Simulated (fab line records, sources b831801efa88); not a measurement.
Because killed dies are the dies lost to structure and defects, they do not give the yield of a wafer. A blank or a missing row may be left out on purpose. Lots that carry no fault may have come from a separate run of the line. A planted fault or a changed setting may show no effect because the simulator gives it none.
The tool behind it: which one? ; flow sky130 ; Sampling: 10 lots, 30 wafers, 7 of 708 route steps

== WHAT EACH GAUGE READ, for each wafer ==
SKY_VIA2_BOW_MEAS_03.
lot;measured;on;VIA2_BOW (um)
L363;day 34 20:04;filmMetro-03;84 83 98
L366;day 35 22:25;filmMetro-03;91 82 87
L367;day 36 18:29;filmMetro-03;94 94 98
L375;day 39 04:07;filmMetro-02;84 84 84
L376;day 39 13:38;filmMetro-04;80 84 88
L381;day 42 11:55;filmMetro-04;90 88 99
L385;day 42 12:12;filmMetro-03;81 82 81
L382;day 42 13:59;filmMetro-03;72 76 79
L384;day 42 14:35;filmMetro-02;86 89 79
L383;day 42 17:17;filmMetro-03;90 89 83

SKY_CAPM_RS_MEAS_03: measurement is done with a four-point probe.
lot;measured;on;CAPM_TIN_RS (ohm/sq)
L363;day 36 00:25;filmMetro-04;6.85 6.84 6.82
L366;day 37 02:25;filmMetro-03;6.81 6.87 6.80
L367;day 38 00:13;filmMetro-03;6.94 6.94 6.91
L375;day 40 07:31;filmMetro-01;11.09 6.91 10.99
L376;day 40 17:12;filmMetro-01;11.06 6.94 6.90
L381;day 43 13:21;filmMetro-01;6.98 6.97 7.00
L385;day 43 13:56;filmMetro-04;6.88 6.89 6.86
L382;day 43 15:45;filmMetro-01;6.89 6.89 6.80
L384;day 43 16:05;filmMetro-03;6.86 6.79 6.83
L383;day 43 18:20;filmMetro-01;7.02 7.07 6.96

SKY_CAPM_THK_MEAS_04: measures by xrf.
lot;measured;on;CAPM_TIN_THK (nm)
L363;day 36 00:30;filmMetro-04;199.5 201.0 199.7
L366;day 37 02:32;filmMetro-03;202.6 199.4 202.3
L367;day 38 00:20;filmMetro-03;199.2 199.1 198.4
L375;day 40 07:38;filmMetro-01;125.8 197.8 127.2
L376;day 40 17:17;filmMetro-01;126.1 197.3 199.8
L381;day 43 13:28;filmMetro-01;195.0 196.7 195.6
L385;day 43 14:04;filmMetro-04;200.6 198.9 200.5
L382;day 43 15:52;filmMetro-01;198.5 199.4 201.8
L384;day 43 16:13;filmMetro-03;201.4 202.7 201.8
L383;day 43 18:27;filmMetro-01;195.6 193.4 196.9

SKY_METAL3_OVL_MEAS_14.
lot;measured;on;METAL3_OVL (nm)
L363;day 38 05:19;overlay-02;11 11 15
L366;day 39 05:22;overlay-02;8 0 13
L367;day 40 02:35;overlay-02;4 11 -1
L375;day 42 08:12;overlay-02;-1 -3 4
L376;day 42 17:20;overlay-02;2 0 7
L381;day 45 09:56;overlay-02;1 9 6
L385;day 45 10:35;overlay-01;5 7 5
L382;day 45 11:19;overlay-02;4 3 3
L384;day 45 12:36;overlay-02;-4 12 -3
L383;day 45 14:13;overlay-01;2 2 7

== WHAT TOOL EACH LOT RAN ON (gives the tool, then ch and the chambers of the sampled wafers, and finally the start) ==
lot;SKY_METAL2_SPUTTER_03;SKY_CAPM_SPUTTER_02;SKY_CAPM_METAL_ETCH_13
L363;pvdSputter-04, day 33 16:13;pvdSputter-04, day 36 00:17;rieMetal-02 ch 0,1, day 37 03:14
L366;pvdSputter-01, day 34 18:26;pvdSputter-02, day 37 02:18;rieMetal-02 ch 0,1, day 38 03:42
L367;pvdSputter-01, day 35 13:53;pvdSputter-04, day 38 00:06;rieMetal-04 ch 0,1, day 39 00:34
L375;pvdSputter-04, day 38 01:08;pvdSputter-04, day 40 07:25;rieMetal-04 ch 0,1, day 41 07:39
L376;pvdSputter-04, day 38 11:20;pvdSputter-04, day 40 17:02;rieMetal-02 ch 0,1, day 41 17:00
L381;pvdSputter-04, day 41 10:20;pvdSputter-04, day 43 13:13;rieMetal-01 ch 1, day 44 11:51
L385;pvdSputter-02, day 41 10:40;pvdSputter-04, day 43 13:50;rieMetal-02 ch 0,1, day 44 12:40
L382;pvdSputter-01, day 41 12:47;pvdSputter-04, day 43 15:37;rieMetal-02 ch 0,1, day 44 13:18
L384;pvdSputter-02, day 41 13:30;pvdSputter-04, day 43 15:59;rieMetal-01 ch 0,1, day 44 14:30
L383;pvdSputter-04, day 41 15:49;pvdSputter-04, day 43 18:13;rieMetal-02 ch 0,1, day 44 16:16
- SKY_METAL2_SPUTTER_03: material Ti, target thk 5 nm, time 3.3 s.
- SKY_CAPM_SPUTTER_02: material TiN, target thk 200 nm, time 166.7 s.
- SKY_CAPM_METAL_ETCH_13: etches TiN in Cl2/BCl3, stops on SiO2, target depth 220 nm, time 62.9 s.

== AS READ BY THE TOOLS THEMSELVES (means over the sampled wafers that have a number; for cases with no such wafer, the mark the record gives instead) ==
SKY_METAL2_SPUTTER_03.
lot;tool;throttleValvePct (%)
L363;pvdSputter-04;31.0
L366;pvdSputter-01;31.2
L367;pvdSputter-01;31.1
L375;pvdSputter-04;30.9
L376;pvdSputter-04;30.5
L381;pvdSputter-04;30.6
L385;pvdSputter-02;29.8
L382;pvdSputter-01;30.8
L384;pvdSputter-02;28.7
L383;pvdSputter-04;29.6

SKY_CAPM_SPUTTER_02.
lot;tool;substrateTempC (C);throttleValvePct (%)
L363;pvdSputter-04;299.73;30.0
L366;pvdSputter-02;300.18;30.1
L367;pvdSputter-04;299.99;29.7
L375;pvdSputter-04;300.17;31.3
L376;pvdSputter-04;300.11;30.6
L381;pvdSputter-04;299.99;29.8
L385;pvdSputter-04;299.79;30.2
L382;pvdSputter-04;299.88;30.6
L384;pvdSputter-04;300.07;30.9
L383;pvdSputter-04;300.05;30.9

SKY_CAPM_METAL_ETCH_13.
lot;tool;drypumpMotorCurrentA (A);oesProductAu (a.u.);throttleValvePct (%)
L363;rieMetal-02;6.3;0.949;21.901
L366;rieMetal-02;6.3;0.950;21.904
L367;rieMetal-04;5.0;0.939;21.900
L375;rieMetal-04;5.0;0.806;21.989
L376;rieMetal-02;6.3;0.872;21.942
L381;rieMetal-01;5.5;0.932;21.911
L385;rieMetal-02;6.0;0.945;21.894
L382;rieMetal-02;6.0;0.945;21.893
L384;rieMetal-01;5.9;0.950;21.907
L383;rieMetal-02;6.0;0.936;21.908

== THE ANSWER, worked out from the rows above alone ==
Rule: what is usual is taken from the lots themselves. The widest of any qualifying gaps counts: lots, ordered by their means at a reading, are off when they make up no more than a third of the lots, leave a main group of 4 or more, and stand apart from it by 3 or more times the standard deviation of that group's means. If all means in a main group match to the digits the tables above print for the reading, that group is not used. Also off: a lot with no number at a reading for which 4 or more lots have one. Any other lot the step has rows for is counted as sound. After the gauges, taken in route order, come the tools' own readings; for these a lot's mean is taken, as printed above. At the first step where some lot is off, the reading lying furthest off is the one used; lots without a number count as furthest.
Off: L375, L376, seen at SKY_CAPM_RS_MEAS_03 (CAPM_TIN_RS). For the main group the mean is 6.89 ohm/sq and the standard deviation 0.069.
If a tool, at a process step before that reading, ran all the lots that are off and no sound lot after the first of them, it fits. Not tried: the gauges at SKY_CAPM_RS_MEAS_03; whatever is off there is also off at SKY_CAPM_METAL_ETCH_13, on other tools, and gauge error can't account for it. Not one of the candidates tried fits.

== WHAT THE SIMULATOR HAD PUT IN ==
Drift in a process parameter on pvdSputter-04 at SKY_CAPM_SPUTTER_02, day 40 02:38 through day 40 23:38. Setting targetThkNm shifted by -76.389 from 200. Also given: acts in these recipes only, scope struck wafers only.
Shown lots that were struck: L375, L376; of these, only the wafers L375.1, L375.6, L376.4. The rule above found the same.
